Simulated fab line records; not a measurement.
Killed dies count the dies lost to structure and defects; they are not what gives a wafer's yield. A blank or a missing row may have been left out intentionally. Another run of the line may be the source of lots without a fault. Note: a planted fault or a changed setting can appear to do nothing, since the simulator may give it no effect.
fab line records    flow gf180mcu
record: lots: 12  wafers: 36  last_day: 34
route steps=602 shown SALICIDE@284 CONTACT@287 M1@316
lots that met no fault: from a run of the same line without faults
start_h: the number of hours between the record's first day and the start of the first shown wafer of the lot    wait_h: time in hours since the lot's previous step    " as in the row above    L1.1+2: a row that stands for several wafers    - no value, or no start was given    * or withheld: withheld    < > ~ a bound
route shown NAME@n: a module of which the file shows steps, and the number in the route of the first    usual: mean/standard deviation of fault-free wafers    same: alike in all rows    chamber/n: place in a boat    sites: each site's reading    _std_site: the standard deviation of these    _edge_site: mean of outer sites minus mean of inner sites    radius_mm: how far each site lies from the wafer's centre    mask NAME#n: copy n    behind: tool/chamber where the wafer was last shaped    hold: the reason the lot was held/the length of the hold in hours/how it ended    device: whichever transistor did not switch (one of n, p or np)    end of line: tests of these same wafers at the route's end    step lacking rows: just its recipe    killed: count of dies lost to structure and defects at first sort (not the wafer's yield)    map: shows each die of a wafer: x if killed, . if not, _ if none is there
set.NAME: the run value of the setting; set.NAME@STEP: its run value at that earlier step    model.NAME: the simulator's own value behind a step, which no gauge read
steps of the route over a sample of lots; a table a step, a row a wafer
services: when a tool's chamber went out of use (start_h, in hours from the record's first day, below 0 if earlier), for how many hours, and the reason
== steps ==
step: GF_SALICIDE_RTA_06
recipe: temp_c: 530  time_s: 30  ambient: N2
usual: lamp_power_pct: 5.6/0.63  wafer_temp_C_max: 532.5/0.55
same: time_s: 30
lot.wafer  tool           chamber  start_h  wait_h  lamp_power_pct  wafer_temp_C_max
L576.1     rtp_anneal-01  0        341.01   0.1     5.1             531.9
L576.2     "              0        "        "       5.1             532.5
L576.5     "              0        "        "       5.1             532.9
L580.2     rtp_anneal-02  0        376.85   0.1     6.4             532.3
L580.3     "              0        "        "       6.4             532.1
L580.6     "              0        "        "       6.4             532.1
L581.1     rtp_anneal-01  0        387.19   0.1     5.1             532.7
L581.4     "              0        "        "       5.1             532.6
L581.5     "              0        "        "       5.1             532.3
L584.1     rtp_anneal-01  0        410.72   0.1     5.1             533.0
L584.3     "              0        "        "       5.1             532.9
L584.5     "              0        "        "       5.1             532.5
L588.1     rtp_anneal-01  0        449.50   0.1     5.1             532.0
L588.2     "              0        "        "       5.1             531.9
L588.6     "              0        "        "       5.1             532.6
L590.2     rtp_anneal-01  0        468.96   0.1     5.1             533.3
L590.4     "              0        "        "       5.1             533.0
L590.5     "              0        "        "       5.1             532.8
L591.4     rtp_anneal-01  0        474.62   0.1     5.1             532.9
L591.5     "              0        "        "       5.1             533.4
L591.6     "              0        "        "       5.1             532.4
L592.2     rtp_anneal-02  0        485.13   0.1     6.4             532.7
L592.5     "              0        "        "       6.4             533.0
L592.6     "              0        "        "       6.4             532.5
L594.3     rtp_anneal-02  0        504.74   0.1     6.4             532.0
L594.4     "              0        "        "       6.4             531.8
L594.5     "              0        "        "       6.4             531.9
L595.2     rtp_anneal-02  0        509.58   0.1     6.4             531.4
L595.3     "              0        "        "       6.4             531.4
L595.4     "              0        "        "       6.4             532.2
L597.1     rtp_anneal-01  0        521.98   0.1     5.1             531.9
L597.2     "              0        "        "       5.1             532.1
L597.4     "              0        "        "       5.1             531.9
L599.1     rtp_anneal-02  0        542.97   0.1     6.4             532.1
L599.4     "              0        "        "       6.4             533.2
L599.6     "              0        "        "       6.4             531.9
step: GF_CONTACT_CVD_00
recipe: material: SiO2  target_thk_nm: 300  sigma_open_frac: 0.3  temp_c: 400  time_s: 50  sih4_flow_sccm: 60  pressure_mtorr: 6
usual: sih4_flow_sccm: 60.04/0.21  susceptor_temp_C: 399.99/0.22
same: time_s: 50
lot.wafer  tool       chamber  start_h  wait_h  sih4_flow_sccm  susceptor_temp_C
L576.1     hdpcvd-01  1        341.41   0.2     59.88           400.26
L576.2     "          0        "        "       60.39           400.07
L576.5     "          1        "        "       60.05           399.80
L580.2     hdpcvd-02  2        377.21   0.1     90.02           400.07
L580.3     "          1        "        "       90.41           400.07
L580.6     "          0        "        "       90.26           400.16
L581.1     hdpcvd-02  1        387.48   0.1     89.90           400.51
L581.4     "          2        "        "       89.72           399.93
L581.5     "          0        "        "       90.02           400.00
L584.1     hdpcvd-01  0        411.02   0.1     59.64           399.84
L584.3     "          1        "        "       59.97           399.96
L584.5     "          2        "        "       60.06           399.75
L588.1     hdpcvd-02  1        449.80   0.1     59.75           400.14
L588.2     "          0        "        "       60.08           400.12
L588.6     "          1        "        "       59.94           400.34
L590.2     hdpcvd-01  1        469.23   0.1     60.43           399.88
L590.4     "          1        "        "       60.04           400.27
L590.5     "          0        "        "       59.63           400.22
L591.4     hdpcvd-02  0        474.88   0.1     60.14           400.48
L591.5     "          1        "        "       60.32           399.69
L591.6     "          2        "        "       60.08           400.22
L592.2     hdpcvd-02  0        485.41   0.1     60.36           399.71
L592.5     "          2        "        "       59.89           399.80
L592.6     "          1        "        "       60.25           400.17
L594.3     hdpcvd-02  2        504.99   0.1     60.18           400.12
L594.4     "          0        "        "       59.95           399.83
L594.5     "          2        "        "       60.14           400.04
L595.2     hdpcvd-02  0        509.85   0.1     60.41           399.52
L595.3     "          2        "        "       59.98           399.82
L595.4     "          1        "        "       60.04           399.89
L597.1     hdpcvd-02  1        522.27   0.1     59.57           399.83
L597.2     "          0        "        "       60.09           400.26
L597.4     "          0        "        "       59.98           399.75
L599.1     hdpcvd-01  2        543.26   0.1     60.69           399.65
L599.4     "          0        "        "       59.90           400.32
L599.6     "          1        "        "       60.07           399.95
step: GF_CONTACT_THK_MEAS_01
recipe: reads: SiO2_of_CONTACT_CVD_00
usual: CONTACT_CVD_00_THK: 300/4.6
lot.wafer  tool           chamber  start_h  wait_h  CONTACT_CVD_00_THK[nm]
L576.1     film_metro-01  -        341.45   0.0     304
L576.2     "              -        "        "       297
L576.5     "              -        "        "       307
L580.2     film_metro-01  -        377.26   0.0     444
L580.3     "              -        "        "       448
L580.6     "              -        "        "       452
L581.1     film_metro-01  -        387.52   0.0     447
L581.4     "              -        "        "       444
L581.5     "              -        "        "       452
L584.1     film_metro-02  -        411.07   0.0     301
L584.3     "              -        "        "       303
L584.5     "              -        "        "       297
L588.1     film_metro-02  -        449.84   0.0     299
L588.2     "              -        "        "       302
L588.6     "              -        "        "       295
L590.2     film_metro-02  -        469.29   0.0     308
L590.4     "              -        "        "       304
L590.5     "              -        "        "       301
L591.4     film_metro-04  -        474.93   0.0     303
L591.5     "              -        "        "       295
L591.6     "              -        "        "       296
L592.2     film_metro-01  -        485.46   0.0     300
L592.5     "              -        "        "       293
L592.6     "              -        "        "       292
L594.3     film_metro-02  -        505.06   0.0     296
L594.4     "              -        "        "       302
L594.5     "              -        "        "       295
L595.2     film_metro-01  -        509.91   0.0     309
L595.3     "              -        "        "       302
L595.4     "              -        "        "       302
L597.1     film_metro-01  -        522.32   0.0     307
L597.2     "              -        "        "       307
L597.4     "              -        "        "       308
L599.1     film_metro-01  -        543.30   0.0     302
L599.4     "              -        "        "       299
L599.6     "              -        "        "       311
step: GF_CONTACT_ETCH_16
recipe: chemistry: N2/H2  target_depth_a: withheld  overetch_a: withheld  time_s: withheld  target: BARC  ion_energy_ev: 200  source_w: 500  bias_w: 100  pressure_mtorr: 30  n2_flow_sccm: 100  h2_flow_sccm: 200
usual: drypump_motor_current_A: 5.7/0.47  oes_product_au: 0.854/0.005  throttle_valve_pct: 13.224/0.0081
lot.wafer  tool         chamber  start_h  wait_h  drypump_motor_current_A  oes_product_au  throttle_valve_pct
L576.1     rie_diel-03  0        364.15   0.0     5.6                      0.855           13.223
L576.2     "            1        "        "       6.0                      0.855           13.243
L576.5     "            1        "        "       5.9                      0.849           13.219
L580.2     rie_diel-02  0        400.90   0.0     5.3                      0.856           13.222
L580.3     "            2        "        "       5.0                      0.844           13.237
L580.6     "            1        "        "       5.9                      0.860           13.223
L581.1     rie_diel-03  0        411.05   0.0     5.7                      0.851           13.225
L581.4     "            0        "        "       5.7                      0.851           13.214
L581.5     "            2        "        "       6.4                      0.856           13.219
L584.1     rie_diel-03  3        435.90   0.0     4.8                      0.858           13.216
L584.3     "            1        "        "       6.0                      0.855           13.225
L584.5     "            0        "        "       5.6                      0.859           13.215
L588.1     rie_diel-03  1        475.10   0.0     6.0                      0.851           13.245
L588.2     "            0        "        "       5.7                      0.856           13.220
L588.6     "            1        "        "       5.9                      0.857           13.229
L590.2     rie_diel-02  2        494.45   0.0     5.0                      0.851           13.238
L590.4     "            0        "        "       5.3                      0.867           13.218
L590.5     "            1        "        "       5.9                      0.856           13.223
L591.4     rie_diel-03  1        499.10   0.0     6.0                      0.857           13.221
L591.5     "            0        "        "       5.6                      0.851           13.214
L591.6     "            1        "        "       6.0                      0.857           13.212
L592.2     rie_diel-02  2        509.75   0.0     5.0                      0.851           13.231
L592.5     "            3        "        "       6.0                      0.852           13.226
L592.6     "            2        "        "       4.9                      0.858           13.232
L594.3     rie_diel-02  0        529.89   0.0     5.3                      0.856           13.227
L594.4     "            1        "        "       5.9                      0.864           13.221
L594.5     "            3        "        "       6.0                      0.857           13.231
L595.2     rie_diel-01  2        534.00   0.0     6.2                      0.855           13.226
L595.3     "            3        "        "       5.8                      0.859           13.222
L595.4     "            1        "        "       6.0                      0.859           13.217
L597.1     rie_diel-03  0        546.19   0.0     5.7                      0.849           13.227
L597.2     "            2        "        "       6.4                      0.855           13.212
L597.4     "            1        "        "       6.0                      0.858           13.221
L599.1     rie_diel-03  2        566.45   0.0     6.4                      0.856           13.222
L599.4     "            0        "        "       5.7                      0.863           13.223
L599.6     "            0        "        "       5.6                      0.852           13.230
step: GF_CONTACT_ETCH_17
recipe: chemistry: C4F8/O2/Ar  mask_material: KrF  target: SiO2  stop_on: CoSi2  source_w: 1500  bias_w: 1200  pressure_mtorr: 40  c4f8_flow_sccm: withheld  O2_flow_sccm: 6  Ar_flow_sccm: 300  time_s: withheld  target_depth_a: 8600
usual: oes_product_au: 0.815/0.0046
lot.wafer  tool         chamber  start_h  wait_h  oes_product_au
L576.1     rie_diel-03  0        -        -       0.810
L576.2     "            1        "        "       0.815
L576.5     "            1        "        "       0.814
L580.2     rie_diel-02  0        -        -       0.886
L580.3     "            2        "        "       0.890
L580.6     "            1        "        "       0.891
L581.1     rie_diel-03  0        -        -       0.892
L581.4     "            0        "        "       0.889
L581.5     "            2        "        "       0.892
L584.1     rie_diel-03  3        -        -       0.815
L584.3     "            1        "        "       0.819
L584.5     "            0        "        "       0.810
L588.1     rie_diel-03  1        -        -       0.809
L588.2     "            0        "        "       0.821
L588.6     "            1        "        "       0.804
L590.2     rie_diel-02  2        -        -       0.822
L590.4     "            0        "        "       0.815
L590.5     "            1        "        "       0.818
L591.4     rie_diel-03  1        -        -       0.824
L591.5     "            0        "        "       0.805
L591.6     "            1        "        "       0.812
L592.2     rie_diel-02  2        -        -       0.812
L592.5     "            3        "        "       0.807
L592.6     "            2        "        "       0.807
L594.3     rie_diel-02  0        -        -       0.816
L594.4     "            1        "        "       0.823
L594.5     "            3        "        "       0.820
L595.2     rie_diel-01  2        -        -       0.821
L595.3     "            3        "        "       0.818
L595.4     "            1        "        "       0.817
L597.1     rie_diel-03  0        -        -       0.819
L597.2     "            2        "        "       0.824
L597.4     "            1        "        "       0.813
L599.1     rie_diel-03  2        -        -       0.823
L599.4     "            0        "        "       0.818
L599.6     "            0        "        "       0.821
step: GF_M1_SPUTTER_01
recipe: material: TiN  target_thk_nm: 30  power_w: 6500  time_s: 25  chamber_pressure_pa: 0.4
usual: throttle_valve_pct: 29.7/0.79
same: time_s: 25
lot.wafer  tool            chamber  start_h  wait_h  throttle_valve_pct
L576.1     pvd_sputter-01  -        365.39   0.1     31.0
L576.2     "               -        "        "       29.1
L576.5     "               -        "        "       31.0
L580.2     pvd_sputter-03  -        402.14   0.1     28.5
L580.3     "               -        "        "       30.0
L580.6     "               -        "        "       28.7
L581.1     pvd_sputter-03  -        412.30   0.1     29.6
L581.4     "               -        "        "       30.1
L581.5     "               -        "        "       29.7
L584.1     pvd_sputter-03  -        437.16   0.1     29.7
L584.3     "               -        "        "       28.8
L584.5     "               -        "        "       29.5
L588.1     pvd_sputter-01  -        476.34   0.1     28.9
L588.2     "               -        "        "       29.0
L588.6     "               -        "        "       28.9
L590.2     pvd_sputter-01  -        495.69   0.1     29.1
L590.4     "               -        "        "       29.2
L590.5     "               -        "        "       29.1
L591.4     pvd_sputter-01  -        500.34   0.1     31.4
L591.5     "               -        "        "       28.8
L591.6     "               -        "        "       29.1
L592.2     pvd_sputter-02  -        510.99   0.1     29.6
L592.5     "               -        "        "       31.3
L592.6     "               -        "        "       29.9
L594.3     pvd_sputter-03  -        531.14   0.1     30.2
L594.4     "               -        "        "       28.8
L594.5     "               -        "        "       29.4
L595.2     pvd_sputter-03  -        535.25   0.1     29.6
L595.3     "               -        "        "       29.7
L595.4     "               -        "        "       30.4
L597.1     pvd_sputter-02  -        547.44   0.1     29.7
L597.2     "               -        "        "       29.5
L597.4     "               -        "        "       30.0
L599.1     pvd_sputter-01  -        567.69   0.1     28.9
L599.4     "               -        "        "       29.3
L599.6     "               -        "        "       28.9
== services ==
tool            chamber  start_h  hours  kind
pvd_sputter-03  -        322.11   2.1    repair
pvd_sputter-03  -        329.63   11.7   repair
rie_diel-02     -        334.54   0.9    repair
hdpcvd-01       1        353.76   5.9    repair
rie_diel-02     2        361.38   11.7   repair
rie_diel-03     3        366.31   8.6    repair
rie_diel-03     0        377.00   3.3    repair
pvd_sputter-02  -        377.52   1.6    repair
rie_diel-02     -        393.54   0.2    repair
rie_diel-03     1        406.83   8.7    repair
hdpcvd-02       0        413.04   22.5   repair
rie_diel-01     1        418.82   5.4    repair
pvd_sputter-03  -        421.17   4.7    repair
hdpcvd-01       2        434.55   21.1   repair
pvd_sputter-01  -        436.64   2.1    repair
rtp_anneal-02   -        458.36   3.5    pm
rie_diel-02     3        466.24   12.2   repair
hdpcvd-02       -        516.53   0.8    repair
hdpcvd-02       -        539.25   15.0   pm
pvd_sputter-01  -        546.88   3.5    repair
hdpcvd-01       -        549.72   0.2    repair
hdpcvd-01       -        554.25   6.0    pm
rie_diel-02     3        559.77   16.3   repair
rie_diel-02     2        560.44   6.9    repair
== key ==
first_sign: step: GF_CONTACT_CVD_00  reading: sih4_flow_sccm  direction: up  sigmas: 99+  usual: 60.04  struck: 90.05
effect: step: GF_CONTACT_THK_MEAS_01  reading: CONTACT_CVD_00_THK  direction: up  sigmas: 32  usual: 300  struck: 448
effect: step: GF_CONTACT_ETCH_17  reading: oes_product_au  direction: up  sigmas: 16  usual: 0.815  struck: 0.890
met_at GF_CONTACT_CVD_00
struck_lots L580,L581
tester_left_out L580,L581
not_acting_at GF_SALICIDE_RTA_06,GF_CONTACT_ETCH_16,GF_M1_SPUTTER_01
fault: kind: process_parameter_drift  tool: hdpcvd-02  chamber: -  onset_h: 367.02  steps: GF_CONTACT_CVD_00  channel: sih4_flow_sccm  offset: 30  shape: step  end_h: 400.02  acts_in: these_recipes_only  stated: 60
tester_left_out: of these lots the tester's yield and bins aren't shown, on N5 and GAA mostly nor the transistor test; their killed dies are dies lost to structure and defects alone, not to doping, threshold or leakage, so they don't give the yield
